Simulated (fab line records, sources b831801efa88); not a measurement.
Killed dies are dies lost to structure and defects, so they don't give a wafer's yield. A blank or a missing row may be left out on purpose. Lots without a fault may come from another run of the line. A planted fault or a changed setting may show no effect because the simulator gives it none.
A struck lot beside a sound one | flow sky130 | 17 steps out of a route of 708
Sound: wafers L381.4, L381.5, L381.6. Struck: wafer L399.6. The cause comes at the end.
At each step with rows: each side's tool, then ch and its chambers, then its first start. Under that, the readings that differ: sound wafers | struck wafers | difference of the means | sigmas: that difference in standard deviations of wafers without a fault.
alike: readings whose means differ by less than 2 such deviations, and words and numbers that are the same on both sides. not compared: withheld readings, readings that some wafer has no value for, bounds like >300 that may hide the same value, and numbers for which the record gives no deviation and whose values overlap.
The two part at a step that has a row with sigmas, a row that says differs or no value, or rows on one side only. Numbers that don't overlap but have no deviation are shown without sigmas and don't part them. A reading that every wafer of one side lacks parts them only if that side has two wafers or more.

first, 5 steps without rows for these wafers: SKY_SD_N_COAT_02 (resist thk 1140 nm); SKY_SD_N_SOFTBAKE_03 (time 60 s); SKY_SD_N_EXPOSE_04 (exposes mask NSDM, target cd 380 nm); SKY_SD_N_PEB_05; SKY_SD_N_DEVELOP_06 (develop time 60 s).
SKY_SD_N_CD_MEAS_07: target cd 380 nm.
  sound on cd_sem-02, day 28 22:27; struck on cd_sem-02, day 34 13:02
  alike: cd_nm
SKY_SD_N_OVL_MEAS_08:
  sound on overlay-01, day 28 22:32; struck on overlay-02, day 34 13:05
  alike: SD_N_OVL
then, 2 steps without rows for these wafers: SKY_SD_N_IMPLANT_09; SKY_SD_N_IMPLANT_10.
SKY_SD_N_STRIP_11: strips in O2/N2.
  sound on plasma_asher-02 ch 0,1, day 28 22:53; struck on plasma_asher-03 ch 0, day 34 13:28
  alike: drypump_motor_current_A, oes_product_au, strip_time_to_endpoint_s
  not compared: rf_hours_counter_h
SKY_SD_N_TW_MEAS_12:
  sound on film_metro-01, day 28 22:59; struck on film_metro-04, day 34 13:33
  alike: SD_N_TW
then, 1 step without rows for these wafers: SKY_SD_N_CLEAN_13 (cleans in SC1/SC2, time 150 s).
SKY_SD_N_RTA_14: time 2 s.
  sound on rtp_anneal-01 ch 0, day 28 23:05; struck on rtp_anneal-02 ch 0, day 34 13:39
  reading          | sound                | struck | difference | sigmas
  wafer_temp_C_max | 1078.5 1076.3 1077.1 | 1083.1 | +5.8       | +5
  alike: lamp_power_pct
SKY_SD_N_RS_MEAS_16: measures by four-point-probe.
  sound on film_metro-03, day 28 23:18; struck on film_metro-01, day 34 13:53
  reading          | sound             | struck | difference | sigmas
  SD_N_RS (ohm/sq) | 68.48 68.74 68.49 | 67.82  | -0.75      | -7
SKY_SD_N_RS_MEAS_17: measures by four-point-probe.
  sound on film_metro-03, day 28 23:25; struck on film_metro-01, day 34 14:00
  reading          | sound             | struck | difference | sigmas
  SD_P_RS (ohm/sq) | 147.3 147.1 147.0 | 143.6  | -3.5       | -11
SKY_SD_N_RS_MEAS_18: measures by four-point-probe.
  sound on film_metro-03, day 28 23:32; struck on film_metro-01, day 34 14:07
  alike: RES_XHIGH_RS
-- the record jumps here: 16 days lie between the struck wafers' starts before and after (it left off in module SD_N and takes up again in module PAD_OPEN, whose first step shown is number 708 of the route) --
SKY_PAD_OPEN_PROBE_99:
  sound on prober-02, day 46 14:11; struck on prober-01, day 50 10:20
  reading                            | sound             | struck | difference | sigmas
  model.etest.licon_high_po.rc_ohm   | 352.7 343.3 340.5 | 320.8  | -24.7      |
  model.etest.res_high_po.rs_ohm_sq  | 266.2 266.1 260.1 | 247.9  | -16.2      |
  model.etest.res_pdiff_hv.rs_ohm_sq | 190.7 190.3 189.3 | 182.9  | -7.2       |
  model.etest.res_pdiff.rs_ohm_sq    | 196.7 198.8 196.5 | 188.7  | -8.6       |
  alike: killed_at_M0_to_M3, killed_at_M4_up, killed_at_contacts, killed_at_front_end, killed_at_other, killed_dies, killed_open, killed_short

WHERE THEY PART
First at SKY_SD_N_RTA_14; last, within this record, at SKY_SD_N_RS_MEAS_17. Later steps at which nothing parts them and some readings are alike: SKY_SD_N_RS_MEAS_18, SKY_PAD_OPEN_PROBE_99.

WHY: what the simulator had put in
Process parameter drift: rtp_anneal-02, from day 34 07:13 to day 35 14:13, at SKY_SD_N_RTA_14. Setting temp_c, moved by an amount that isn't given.
